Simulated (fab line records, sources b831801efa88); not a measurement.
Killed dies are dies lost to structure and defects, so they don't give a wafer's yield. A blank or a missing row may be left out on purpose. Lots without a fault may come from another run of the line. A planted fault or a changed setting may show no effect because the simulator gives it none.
Which tool did it? | flow gf180mcu | 13 lots, 39 wafers sampled, at 6 steps of a route of 602

WHAT THE GAUGES READ, wafer by wafer
GF_NSD_CD_MEAS_07: target cd 400 nm. Usual: cd_nm 400.7 nm, standard deviation 2.1.
lot  | measured     | on        | cd_nm (nm)        | flag
L818 | day 13 08:56 | cd_sem-02 | 397.0 400.1 395.5 |
L821 | day 14 02:49 | cd_sem-02 | 402.3 404.5 403.8 |
L823 | day 14 19:37 | cd_sem-02 | 399.2 400.2 400.1 |
L824 | day 15 02:00 | cd_sem-02 | 403.8 402.6 403.3 |
L826 | day 15 21:18 | cd_sem-01 | 400.5 399.1 401.2 |
L827 | day 16 05:02 | cd_sem-01 | 402.2 398.2 399.5 |
L828 | day 16 13:29 | cd_sem-01 | 400.9 399.3 399.1 |
L829 | day 17 01:19 | cd_sem-02 | 403.7 403.4 402.1 |
L831 | day 17 11:52 | cd_sem-02 | 399.6 401.8 400.1 |
L833 | day 18 17:31 | cd_sem-01 | 398.2 401.5 399.6 |
L836 | day 19 21:59 | cd_sem-01 | 400.2 402.6 398.1 |
L839 | day 20 12:38 | cd_sem-01 | - - -             | OFF
L838 | day 20 13:07 | cd_sem-01 | 398.8 399.9 401.5 |

GF_NSD_TW_MEAS_12. Usual: NSD_TW 4251, standard deviation 53.
lot  | measured     | on            | NSD_TW            | flag
L818 | day 13 09:29 | film_metro-04 | 4296 4299 4299    |
L821 | day 14 03:21 | film_metro-04 | 4319 4304 4326    |
L823 | day 14 20:08 | film_metro-03 | 4209 4196 4225    |
L824 | day 15 02:33 | film_metro-04 | 4317 4306 4302    |
L826 | day 15 21:51 | film_metro-04 | 4311 4302 4295    |
L827 | day 16 05:35 | film_metro-04 | 4264 4238 4241    |
L828 | day 16 14:02 | film_metro-04 | 4288 4265 4267    |
L829 | day 17 01:52 | film_metro-02 | 4252 4254 4255    |
L831 | day 17 12:25 | film_metro-04 | 4287 4323 4303    |
L833 | day 18 18:04 | film_metro-03 | 4183 4178 4218    |
L836 | day 19 22:31 | film_metro-04 | 4291 4313 4304    |
L839 | day 20 13:11 | film_metro-03 | 30 30 30 29 29 29 | OFF
L838 | day 20 13:40 | film_metro-04 | 4323 4322 4323    |

GF_PSD_RS_MEAS_15: measures by four-point-probe. Usual: PSD_RS 108.76 ohm/sq, standard deviation 0.25.
lot  | measured     | on            | PSD_RS (ohm/sq)      | flag
L818 | day 14 06:25 | film_metro-02 | 109.02 109.17 108.48 |
L821 | day 15 01:07 | film_metro-02 | 108.65 108.84 108.75 |
L823 | day 15 17:38 | film_metro-04 | 108.99 109.04 108.34 |
L824 | day 16 00:26 | film_metro-04 | 108.49 108.68 108.78 |
L826 | day 16 20:54 | film_metro-03 | 108.79 108.85 108.80 |
L827 | day 17 05:19 | film_metro-02 | 108.54 108.85 109.01 |
L828 | day 17 13:56 | film_metro-04 | 108.60 108.54 108.78 |
L829 | day 18 01:12 | film_metro-03 | 108.94 108.23 108.74 |
L831 | day 18 11:30 | film_metro-03 | 109.03 108.55 108.52 |
L833 | day 19 19:23 | film_metro-03 | 108.83 108.65 108.68 |
L836 | day 20 23:01 | film_metro-02 | 108.87 108.40 108.89 |
L838 | day 21 14:11 | film_metro-04 | 109.02 108.81 108.76 |

GF_SAB_THK_MEAS_01. Usual: SAB_CVD_00_THK 50.2 nm, standard deviation 0.71.
lot  | measured     | on            | SAB_CVD_00_THK (nm) | flag
L818 | day 14 06:33 | film_metro-01 | 49.4 50.5 50.1      |
L821 | day 15 01:15 | film_metro-01 | 49.5 49.8 50.1      |
L823 | day 15 17:46 | film_metro-04 | 50.4 50.9 49.4      |
L824 | day 16 00:34 | film_metro-03 | 49.9 51.5 50.5      |
L826 | day 16 21:02 | film_metro-01 | 49.7 49.6 49.8      |
L827 | day 17 05:27 | film_metro-01 | 50.7 52.1 52.5      |
L828 | day 17 14:04 | film_metro-01 | 49.0 49.4 49.3      |
L829 | day 18 01:20 | film_metro-04 | 50.3 49.9 50.6      |
L831 | day 18 11:38 | film_metro-04 | 51.2 51.2 51.0      |
L833 | day 19 19:31 | film_metro-04 | 50.0 49.8 50.7      |
L836 | day 20 23:07 | film_metro-04 | 50.8 49.7 51.1      |
L838 | day 21 14:19 | film_metro-01 | 50.1 50.3 50.4      |

GF_SALICIDE_RS_MEAS_04: measures by four-point-probe. Usual: SALICIDE_TIN_RS 16.3 ohm/sq, standard deviation 0.37.
lot  | measured     | on            | SALICIDE_TIN_RS (ohm/sq) | flag
L818 | day 15 04:14 | film_metro-02 | 16.8 16.7 16.7           |
L821 | day 15 22:50 | film_metro-02 | 15.8 16.0 15.6           |
L823 | day 16 17:10 | film_metro-04 | 15.6 15.9 16.1           |
L824 | day 17 00:27 | film_metro-01 | 16.1 16.0 16.1           |
L826 | day 17 19:57 | film_metro-01 | 16.6 16.7 16.9           |
L827 | day 18 04:42 | film_metro-02 | 16.6 16.0 16.7           |
L828 | day 18 13:58 | film_metro-04 | 16.0 15.9 16.1           |
L829 | day 19 01:41 | film_metro-04 | 15.7 15.9 15.9           |
L831 | day 19 12:12 | film_metro-02 | 16.4 16.6 16.2           |
L833 | day 20 19:32 | film_metro-02 | 16.8 16.7 16.5           |
L836 | day 21 22:44 | film_metro-02 | 15.9 15.9 15.6           |
L838 | day 22 13:43 | film_metro-02 | 15.9 15.9 15.9           |

WHICH TOOL RAN EACH LOT (tool, then ch and the chambers of the sampled wafers, then the start)
lot  | GF_NSD_EXPOSE_04
L818 | iline_stepper-02 ch 0, day 12 22:48
L821 | iline_stepper-01 ch 0, day 13 17:01
L823 | iline_stepper-01 ch 0, day 14 09:25
L824 | iline_stepper-01 ch 0, day 14 15:58
L826 | iline_stepper-01 ch 0, day 15 10:32
L827 | iline_stepper-01 ch 0, day 15 17:55
L828 | iline_stepper-02 ch 0, day 16 02:14
L829 | iline_stepper-02 ch 0, day 16 14:02
L831 | iline_stepper-01 ch 0, day 17 00:07
L833 | iline_stepper-02 ch 0, day 18 05:07
L836 | iline_stepper-01 ch 0, day 19 09:54
L839 | iline_stepper-02 ch 0, day 20 00:37
L838 | iline_stepper-02 ch 0, day 20 00:55
- GF_NSD_EXPOSE_04: exposes mask Nplus, target cd 400 nm.

WHAT THE TOOLS THEMSELVES READ (means of the sampled wafers that have a number; where no wafer has one, the mark that the record gives instead)
The record holds no such reading with a usual standard deviation.

THE ANSWER, worked out from the rows above alone
Rule: a lot is off if the mean of its wafers that have a number lies more than 3 standard deviations from the usual mean. A lot without any number at a reading at which 4 lots or more have one is off too. The other lots that the step has rows for count as sound. The gauges are gone through in route order, then the tools' own readings, and for those a lot's mean is taken as printed above. The first step at which some lot is off is used, and at that step the reading that is off furthest; a lot without a number counts as furthest.
Off: L839, at GF_NSD_CD_MEAS_07 (cd_nm). Without a number there: L839.
A tool fits if, at a process step before that reading, it ran every lot that is off, and no sound lot after the first of them. The gauges at GF_NSD_CD_MEAS_07 aren't tried: what is off there is off at GF_NSD_TW_MEAS_12 too, on other tools, and a gauge's error can't cause that. None of those tried fits.

WHAT THE SIMULATOR HAD PUT IN
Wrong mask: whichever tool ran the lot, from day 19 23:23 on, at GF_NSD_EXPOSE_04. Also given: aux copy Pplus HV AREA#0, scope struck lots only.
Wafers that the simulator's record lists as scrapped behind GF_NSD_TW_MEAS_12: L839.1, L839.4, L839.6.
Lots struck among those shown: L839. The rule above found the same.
